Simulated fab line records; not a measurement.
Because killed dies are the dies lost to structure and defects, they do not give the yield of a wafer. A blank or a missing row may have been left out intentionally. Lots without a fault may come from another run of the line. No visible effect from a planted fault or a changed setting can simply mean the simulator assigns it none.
Problem report, 8D (eight disciplines) form, completed by code | flow sfq-line | the parts of the form that need people (team, actions taken, sign-off) are left out

== 1. WHAT IS WRONG ==
Mean of oes-product-au at SFQ_TRILAYER_M3_BARC_OPEN_METAL_ETCH_100: 0.710 a.u. across 4 wafers in 2 lots; on wafers with no fault it is 0.685 a.u. (standard deviation 0.0046). That is +5.5 standard deviations from the usual mean.
The step: etches BARC in O2, target depth 125 nm, time 41.7 s.
The first sign was on wafer L633.3 at day 50 07:12, on rie-metal-03. The record has a number at this step for 40 wafers belonging to 14 lots. By rule, "out" or "out of limits" means more than 4 standard deviations away from the usual mean. The rest of the wafers with a number are treated as sound.

== 2. WHAT IT IS; WHAT IT IS NOT ==
question                    | is                     | is not
which readings at this step | oes-product-au         | drypump-motor-current-A
which lots                  | L633, L634             | L623, L624, L625, L627, L628, L629, L631, L637, L641, L643, L644, L645
which wafers of those lots  | all that have a number | -
read on which tools         | rie-metal-03           | rie-metal-02, rie-metal-04
when                        | from day 50 07:12      | up to then (21 sound wafers); but 15 sound wafers of L637, L641, L643, L644, L645 came after

== 3. THE SUSPECTS, EACH WITH WHAT RULES IT OUT ==
Counting: a tool stays on the suspect list if, at a process step up to the reading, it processed all lots that are out and no sound lot following the first of them.
- rie-metal-03 at SFQ_TRILAYER_M3_BARC_OPEN_METAL_ETCH_100 (etches BARC in O2, target depth 125 nm, time 41.7 s): kept. It processed each lot that is out, first L633 at day 50 07:12, and no sound lot thereafter; up to then, the last sound lot it processed was L629 at day 48 07:01. On those wafers its own readings are out: oes-product-au.
Left after counting: rie-metal-03 at SFQ_TRILAYER_M3_BARC_OPEN_METAL_ETCH_100.

== 4. THE CAUSE (what the simulator had put in) ==
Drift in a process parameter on rie-metal-03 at SFQ_TRILAYER_M3_BARC_OPEN_METAL_ETCH_100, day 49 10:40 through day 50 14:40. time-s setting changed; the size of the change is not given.
Only this tool survived the counting.

== 5. THE EFFECT CHAIN, in route order ==
Rows list readings where the struck wafers' mean (over those with a number) sits beyond 3 standard deviations from the usual. Only readings whose record carries a usual standard deviation are examined. hours: median over the lots of the time between each lot's start at the first step of this table that gives one and its start at this step. sigmas: the change, counted in usual standard deviations.
hours | step                                     | reading        | usual      | on struck wafers | change | sigmas
0     | SFQ_TRILAYER_M3_BARC_OPEN_METAL_ETCH_100 | oes-product-au | 0.685 a.u. | 0.710            | +0.025 | +5.5
0     | SFQ_TRILAYER_M3_BARC_OPEN_METAL_ETCH_100 | run-length-s   | 69.9 s     | 68.0             | -1.9   | -3.2
Its process steps:
- SFQ_TRILAYER_M3_BARC_OPEN_METAL_ETCH_100: etches BARC in O2, target depth 125 nm, time 41.7 s.
Readings that are blank on the struck wafers while sound wafers have them: bias-w at SFQ_TRILAYER_M3_BARC_OPEN_METAL_ETCH_100.
At these later measuring or inspecting steps, every struck wafer for which the step has a row has a number for every such reading, and none has moved that far: SFQ_M8_THK_MEAS_950, SFQ_M8_BOW_MEAS_951.

== 6. HOW IT WOULD HAVE BEEN CAUGHT EARLIER ==
In this record the first reading out of limits was taken at day 50 07:12, 21 hours after the fault began at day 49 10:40.
